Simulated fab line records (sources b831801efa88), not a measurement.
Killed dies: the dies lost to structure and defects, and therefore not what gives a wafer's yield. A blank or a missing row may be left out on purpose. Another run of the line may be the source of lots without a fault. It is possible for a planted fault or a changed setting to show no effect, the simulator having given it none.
Which tool was responsible? -- flow gf180mcu -- 13 lots with 39 wafers sampled at 4 steps, on a route of 602 steps

== WHAT THE GAUGES SHOWED, per wafer ==
GF_V5_CD_MEAS_14: target cd 260 nm.
lot,measured,on,cd nm (nm)
L279,day 28 09:53,cd sem-01,259.1 258.8 259.3
L281,day 28 16:39,cd sem-02,259.3 258.6 258.5
L280,day 28 18:05,cd sem-01,259.2 259.4 259.2
L282,day 29 03:28,cd sem-01,258.4 260.4 259.9
L283,day 29 07:43,cd sem-01,259.8 260.5 260.4
L284,day 29 19:20,cd sem-02,259.2 259.2 259.6
L285,day 29 23:07,cd sem-01,260.1 259.6 258.7
L286,day 30 06:04,cd sem-01,261.3 261.3 261.2
L287,day 30 14:37,cd sem-02,259.2 259.5 260.4
L288,day 30 22:06,cd sem-02,259.9 259.8 258.5
L289,day 31 03:14,cd sem-02,261.3 260.8 261.5
L295,day 32 14:28,cd sem-02,261.0 261.4 261.9
L296,day 32 19:47,cd sem-02,260.5 260.9 259.7

GF_TOP_METAL_RS_MEAS_05: uses a four-point probe to measure.
lot,measured,on,TOP_METAL_ALCU_RS (ohm/sq)
L279,day 28 11:38,film metro-02,0.0329 0.0333 0.0327
L281,day 28 18:25,film metro-02,0.0330 0.0332 0.0330
L280,day 28 19:52,film metro-04,0.0329 0.0333 0.0333
L282,day 29 05:13,film metro-02,0.0326 0.0324 0.0326
L283,day 29 09:29,film metro-04,0.0333 0.0331 0.0332
L284,day 29 21:32,film metro-02,0.0328 0.0330 0.0331
L285,day 30 00:53,film metro-04,0.0332 0.0330 0.0331
L286,day 30 08:14,film metro-03,0.0321 0.0324 0.0321
L287,day 30 16:25,film metro-04,0.0325 0.0327 0.0327
L288,day 30 23:54,film metro-04,0.0325 0.0331 0.0328
L289,day 31 05:01,film metro-03,0.0325 0.0323 0.0323
L295,day 32 16:13,film metro-03,0.0331 0.0329 0.0333
L296,day 32 21:32,film metro-03,0.0331 0.0330 0.0327

== WHAT TOOL EACH LOT RAN ON (gives the tool, then ch and the chambers of the sampled wafers, and finally the start) ==
lot,GF_V5_STRIP_19,GF_V5_SPUTTER_21
L279,"wet bench-03 ch 1, day 28 10:18","pvd sputter-02, day 28 10:44"
L281,"wet bench-01 ch 2, day 28 17:04","pvd sputter-01, day 28 17:30"
L280,"wet bench-03 ch 0, day 28 18:30","pvd sputter-02, day 28 18:58"
L282,"wet bench-04 ch 1, day 29 03:50","pvd sputter-02, day 29 04:16"
L283,"wet bench-01 ch 3, day 29 08:07","pvd sputter-04, day 29 08:33"
L284,"wet bench-03 ch 3, day 29 19:42","pvd sputter-04, day 29 20:35"
L285,"wet bench-01 ch 2, day 29 23:31","pvd sputter-02, day 29 23:57"
L286,"wet bench-04 ch 3, day 30 06:28","pvd sputter-01, day 30 07:18"
L287,"wet bench-01 ch 0, day 30 15:01","pvd sputter-01, day 30 15:29"
L288,"wet bench-01 ch 0, day 30 22:27","pvd sputter-04, day 30 22:56"
L289,"wet bench-01 ch 2, day 31 03:39","pvd sputter-01, day 31 04:06"
L295,"wet bench-03 ch 1, day 32 14:49","pvd sputter-01, day 32 15:15"
L296,"wet bench-01 ch 1, day 32 20:12","pvd sputter-02, day 32 20:38"
- GF_V5_STRIP_19: strips in post etch residue remover, time 1200 s.
- GF_V5_SPUTTER_21: material Ti, target thk 15 nm, time 80.02 s.

== AS READ BY THE TOOLS THEMSELVES (means over the sampled wafers that have a number; for cases with no such wafer, the mark the record gives instead) ==
GF_V5_SPUTTER_21.
lot,tool,substrate temp c (C),throttle valve pct (%)
L279,pvd sputter-02,200.03,30.4
L281,pvd sputter-01,199.76,30.9
L280,pvd sputter-02,200.01,30.4
L282,pvd sputter-02,200.08,31.0
L283,pvd sputter-04,199.91,30.0
L284,pvd sputter-04,199.95,29.4
L285,pvd sputter-02,200.29,30.3
L286,pvd sputter-01,199.96,31.2
L287,pvd sputter-01,199.88,31.5
L288,pvd sputter-04,200.00,29.2
L289,pvd sputter-01,199.94,31.2
L295,pvd sputter-01,199.86,30.5
L296,pvd sputter-02,199.97,30.0

== THE ANSWER, worked out from the rows above alone ==
Rule: usual is defined by the lots themselves. The widest of any qualifying gaps counts: lots, ordered by their means at a reading, are off when they make up no more than a third of the lots, leave a main group of 4 or more, and stand apart from it by 3 or more times the standard deviation of that group's means. A main group whose means are all the same, to the digits that the tables above print for the reading, isn't used. A lot without any number at a reading at which 4 lots or more have one is off too. All remaining lots with rows at the step are treated as sound. After the gauges, taken in route order, come the tools' own readings; for these a lot's mean is taken, as printed above. The first step at which some lot is off is used, and at that step the reading that is off furthest; a lot without a number counts as furthest.
Nothing can be told from this: no lot is off at any reading shown.

== WHAT THE SIMULATOR PUT IN ==
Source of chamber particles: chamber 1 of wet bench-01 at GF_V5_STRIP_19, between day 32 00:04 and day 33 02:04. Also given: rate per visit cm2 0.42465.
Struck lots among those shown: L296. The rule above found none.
